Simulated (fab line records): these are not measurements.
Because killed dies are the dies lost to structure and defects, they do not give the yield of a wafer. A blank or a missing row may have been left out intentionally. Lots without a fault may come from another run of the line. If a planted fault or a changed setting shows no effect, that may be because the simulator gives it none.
2 desks, one fault ; flow sky130 ; numbers are kept per desk, each desk with only its own; the story behind them comes last

THE METROLOGY DESK
Means of the sampled wafers that have a number, per lot and without regard to the tool the lot ran on: this is what the gauges read. Marked OUT: a lot whose mean sits more than 4 standard deviations from the usual mean, which makes it out of limits; the brackets give that distance.
Columns: A = VT_ADJUST_HVTR_TW at SKY_VT_ADJUST_HVTR_TW_MEAS_11, usual 209.7; B = cd-nm at SKY_SONOS_ONO_CD_MEAS_13, usual 410.2 nm; C = GATE_OXIDE_TW at SKY_GATE_OXIDE_TW_MEAS_14, usual 222.9
lot;first seen here;A;B;C
L963;day 9 22:21;211.1;412.5;220.3
L964;day 10 06:35;208.9;409.9;225.2
L966;day 10 17:15;208.7;411.4;222.7
L967;day 11 00:22;208.9;411.9;221.1
L969;day 11 13:31;210.6;410.3;223.8
L976;day 13 13:44;208.2;407.3;221.3
L977;day 13 20:16;208.2;411.6;225.7
L978;day 14 08:15;206.9;408.8;221.7
L979;day 14 15:09;212.5;410.1;221.5
L981;day 15 05:47;211.2;405.5;225.8
L982;day 15 12:54;210.6;410.2;221.7
L983;day 15 15:59;209.0;407.6;222.8
L985;day 16 10:32;212.0;409.0;220.4
Result from this desk: across the 13 lots, nothing is out of limits.

TOOL OWNER'S DESK, plasma-asher-01
The tool's own readings at SKY_SONOS_ONO_STRIP_17 (strips in O2/N2): means of the sampled wafers that have a number, for each lot that ran on this tool. Marked OUT: a lot whose mean sits more than 4 standard deviations from the usual mean, which makes it out of limits; the brackets give that distance.
Columns: A = drypump-motor-current-A at SKY_SONOS_ONO_STRIP_17, usual 5.5 A; B = o2-flow-sccm at SKY_SONOS_ONO_STRIP_17, usual 3000 sccm; C = oes-product-au at SKY_SONOS_ONO_STRIP_17, usual 0.710 a.u.; D = strip-time-to-endpoint-s at SKY_SONOS_ONO_STRIP_17, usual 14.10 s
lot;first seen here;A;B;C;D
L963;day 13 03:01;5.4;3011;0.710;14.14
L966;day 14 16:34;5.4;3006;0.869 (+35) OUT;-
L979;day 18 06:57;5.4;2994;0.711;14.12
L981;day 19 06:04;5.4;3008;0.709;14.06
L982;day 19 08:58;5.4;3001;0.709;14.11
L983;day 19 15:13;5.4;2990;0.706;14.07
This desk's verdict: out of limits on L966, starting with L966 at day 14 16:34 (oes-product-au at SKY_SONOS_ONO_STRIP_17). In limits: L963, L979, L981, L982, L983.

TAKEN TOGETHER
On L966, at day 14 16:34, an alarm was possible from the tool owner's desk.
At the metrology desk, nothing out of limits was observed.
The metrology desk has L966 on record, within its limits.
Every lot named ran SKY_SONOS_ONO_STRIP_17 on plasma-asher-01.

WHAT THE SIMULATOR HAD INSERTED
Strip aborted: plasma-asher-01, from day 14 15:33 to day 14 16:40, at SKY_SONOS_ONO_STRIP_17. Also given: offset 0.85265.
Struck lots among those shown: L966.
How many hours passed from the start of the fault until each desk's first out-of-limits reading: the tool owner's desk, 1.
